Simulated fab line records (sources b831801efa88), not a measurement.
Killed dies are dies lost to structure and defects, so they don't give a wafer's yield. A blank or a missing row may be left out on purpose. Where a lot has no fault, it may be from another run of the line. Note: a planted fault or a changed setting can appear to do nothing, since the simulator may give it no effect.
Problem report in the 8D (eight disciplines) form, filled by code    flow gf180mcu    the parts of the form that need people (team, actions taken, sign-off) are left out

1. PROBLEM STATEMENT
PASSIVATION_CVD_00_THK at GF_PASSIVATION_THK_MEAS_01 reads a mean of 1130 nm on 2 wafers of 1 lot; wafers without a fault read 999 nm with a standard deviation of 13. Relative to the usual mean, that is a shift of +10 standard deviations.
Seen first at day 33 21:52 on film_metro-04, wafer L293.2. At this step, 36 wafers from 12 lots have a number in the record. Rule for "out", or "out of limits": more than 4 standard deviations from the usual mean. The rest of the wafers with a number are treated as sound.

2. WHAT IT IS AND WHAT IT IS NOT
question                     is                      is not
which readings at this step  PASSIVATION_CVD_00_THK  -
which lots                   L293                    L274, L275, L276, L277, L280, L281, L283, L284, L286, L287, L288
which wafers of those lots   L293.2, L293.6          L293.5
read on which gauges         film_metro-04           film_metro-02, film_metro-03
when                         from day 33 21:52       up to then (34 sound wafers)

3. WHAT RULES OUT EACH SUSPECT
Counting: any tool at a process step up to the reading remains a suspect provided it ran every lot that is out. Sound lots after the first of them don't rule it out here, since some wafers of a struck lot are sound.
- the gauge at GF_PASSIVATION_THK_MEAS_01: ruled out. All the wafers that are out were read on film_metro-04, but those of them that GF_PASSIVATION_CVD_00 has rows for are out there too, on other tools.
- pecvd-04 at GF_V5_CVD_02 (deposits SiO2 from TEOS, target thk 1450 nm, time 163.28 s): kept. L293, the lot that is out, went through it at day 32 11:03; up to then, the latest sound lot through it was L286 at day 29 19:14.
- pvd_sputter-01 at GF_TOP_METAL_SPUTTER_04 (material TiN, target thk 25 nm, time 20.8 s): kept. L293, the lot that is out, went through it at day 33 05:31; up to then, the latest sound lot through it was L287 at day 31 01:47.
- pecvd-01 at GF_PASSIVATION_CVD_00 (deposits SiO2 from TEOS, target thk 1000 nm, time 111.95 s): kept. L293, the lot that is out, went through it at day 33 21:47; up to then, the latest sound lot through it was L287 at day 31 20:46. Its own readings are out on those wafers: run_length_s.
- Within pecvd-04 at GF_V5_CVD_02: the wafers that are out ran in chambers 0, 2; their sound lot-mates ran in chamber 1.
- Within pecvd-01 at GF_PASSIVATION_CVD_00: the wafers that are out ran in chambers 0, 2; their sound lot-mates ran in chamber 1.
pecvd-04 at GF_V5_CVD_02, pvd_sputter-01 at GF_TOP_METAL_SPUTTER_04 and pecvd-01 at GF_PASSIVATION_CVD_00 are what is left after counting.

4. THE CAUSE (what the simulator had put in)
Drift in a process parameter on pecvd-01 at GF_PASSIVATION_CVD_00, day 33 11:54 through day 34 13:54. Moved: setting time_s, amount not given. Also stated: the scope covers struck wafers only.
This tool is one of the 3 suspects left after counting.

5. THE EFFECT CHAIN, in route order
Each row: a reading whose mean over the struck wafers that have a number lies more than 3 standard deviations from the usual. Scope: only readings with a usual standard deviation given in the record; hours: median across lots of the time from each lot's start at the first step in this table that gives one to its start at this step; sigmas: change in usual standard deviations.
hours  step                        reading                 usual       on struck wafers  change  sigmas
0      GF_PASSIVATION_CVD_00       run_length_s            140.1 s     154.4             +14.3   +40
0      GF_PASSIVATION_THK_MEAS_01  PASSIVATION_CVD_00_THK  999 nm      1130              +130    +10
16     GF_PASSIVATION_ETCH_11      oes_product_au          0.961 a.u.  0.992             +0.031  +4.1
Process steps it contains:
- GF_PASSIVATION_CVD_00: deposits SiO2 from TEOS, target thk 1000 nm, time 111.95 s.
- GF_PASSIVATION_ETCH_11: etches the open film in CF4/O2, stops on TiN, target depth 1800 nm, time 400 s.

6. HOW IT WOULD HAVE BEEN CAUGHT EARLIER
In this record the first reading out of limits at a measuring or inspecting step was taken at day 33 21:52, 10 hours after the fault began at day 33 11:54.
Tool's own readings at GF_PASSIVATION_CVD_00, run_length_s: out on all struck wafers the step has rows for; an alarm limit on them would have tripped on the first.
The start of GF_PASSIVATION_CVD_00 on pecvd-01 came by day 33 21:52 for every one of the lots that are out (1). Holding the tool at that point would not have protected any of them.
